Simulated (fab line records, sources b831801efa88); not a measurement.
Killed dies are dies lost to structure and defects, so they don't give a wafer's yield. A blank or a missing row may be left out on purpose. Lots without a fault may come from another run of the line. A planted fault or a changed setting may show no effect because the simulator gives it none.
One fault seen from 2 desks | flow gf180mcu | each desk has only its own numbers; what lay behind them comes last

THE TOOL OWNER'S DESK: implanter-01
The tool's own readings at GF_HV_LDD_IMPLANT_21: means of the sampled wafers that have a number, for each lot that ran on this tool. A lot is out of limits, marked OUT, if its mean lies more than 4 standard deviations from the usual mean; the brackets give that distance.
Columns: A = beam_energy_keV at GF_HV_LDD_IMPLANT_21, usual 24.999; B = faraday_current_uA at GF_HV_LDD_IMPLANT_21, usual 281; C = tilt_deg at GF_HV_LDD_IMPLANT_21, usual 6.995 degrees
lot  | first seen here | A                        | B   | C
L582 | day 10 15:11    | 24.997                   | 281 | 7.027
L586 | day 11 22:52    | 31.870 (+99 or more) OUT | 285 | 6.986
L590 | day 13 06:55    | 31.893 (+99 or more) OUT | 277 | 6.994
L598 | day 15 20:53    | 25.006                   | 281 | 6.981
L599 | day 16 06:21    | 24.991                   | 284 | 6.980
L600 | day 16 14:14    | 24.990                   | 281 | 6.975
L602 | day 17 02:43    | 25.010                   | 282 | 6.994
This desk's finding: out of limits on L586, L590; first on L586, day 11 22:52 (beam_energy_keV at GF_HV_LDD_IMPLANT_21). In limits: L582, L598, L599, L600, L602.

THE METROLOGY DESK
What the gauges read, lot by lot, whatever tool the lot ran on: means of the sampled wafers that have a number. A lot is out of limits, marked OUT, if its mean lies more than 4 standard deviations from the usual mean; the brackets give that distance.
Columns: A = cd_nm at GF_POLY_GATE_CD_MEAS_10, usual 280.2 nm; B = cd_nm at GF_HV_LDD_CD_MEAS_07, usual 400.0 nm; C = HV_LDD_2_TW at GF_HV_LDD_TW_MEAS_23, usual 1055
lot  | first seen here | A     | B     | C
L582 | day 9 01:35     | 279.4 | 397.8 | 1046
L583 | day 9 12:43     | 280.7 | 399.8 | 1053
L586 | day 10 07:35    | 280.7 | 399.4 | 1146 (+6.5) OUT
L590 | day 11 14:20    | 281.1 | 400.1 | 1159 (+7.4) OUT
L591 | day 11 19:02    | 281.1 | 403.2 | 1082
L595 | day 13 05:32    | 278.2 | 397.4 | 1049
L596 | day 13 12:22    | 281.0 | 401.0 | 1042
L598 | day 14 00:22    | 280.9 | 403.4 | 1053
L599 | day 14 08:29    | 281.1 | 401.2 | 1049
L600 | day 14 16:14    | 280.3 | 401.0 | 1053
L601 | day 14 22:53    | 280.8 | 399.6 | 1047
L602 | day 15 03:50    | 281.0 | 401.4 | 1043
L604 | day 15 20:23    | 280.2 | 398.0 | 1077
L605 | day 16 03:54    | 279.6 | 397.5 | 1046
This desk's finding: out of limits on L586, L590; first on L586, day 11 23:07 (HV_LDD_2_TW at GF_HV_LDD_TW_MEAS_23). In limits: L582, L583, L591, L595, L596, L598, L599, L600, L601, L602, L604, L605.

PUT TOGETHER
The tool owner's desk could have raised an alarm at day 11 22:52, on L586, L590.
The metrology desk could have raised an alarm at day 11 23:07, on L586, L590.
Of the lots named, all ran GF_HV_LDD_IMPLANT_21 on implanter-01.

WHAT THE SIMULATOR HAD PUT IN
Process parameter drift: implanter-01, from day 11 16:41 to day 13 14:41, at GF_HV_LDD_IMPLANT_21. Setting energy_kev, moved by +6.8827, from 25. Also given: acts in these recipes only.
Lots struck among those shown: L586, L590.
Hours from the fault's start to each desk's first reading out of limits: the tool owner's desk, 6; the metrology desk, 6.
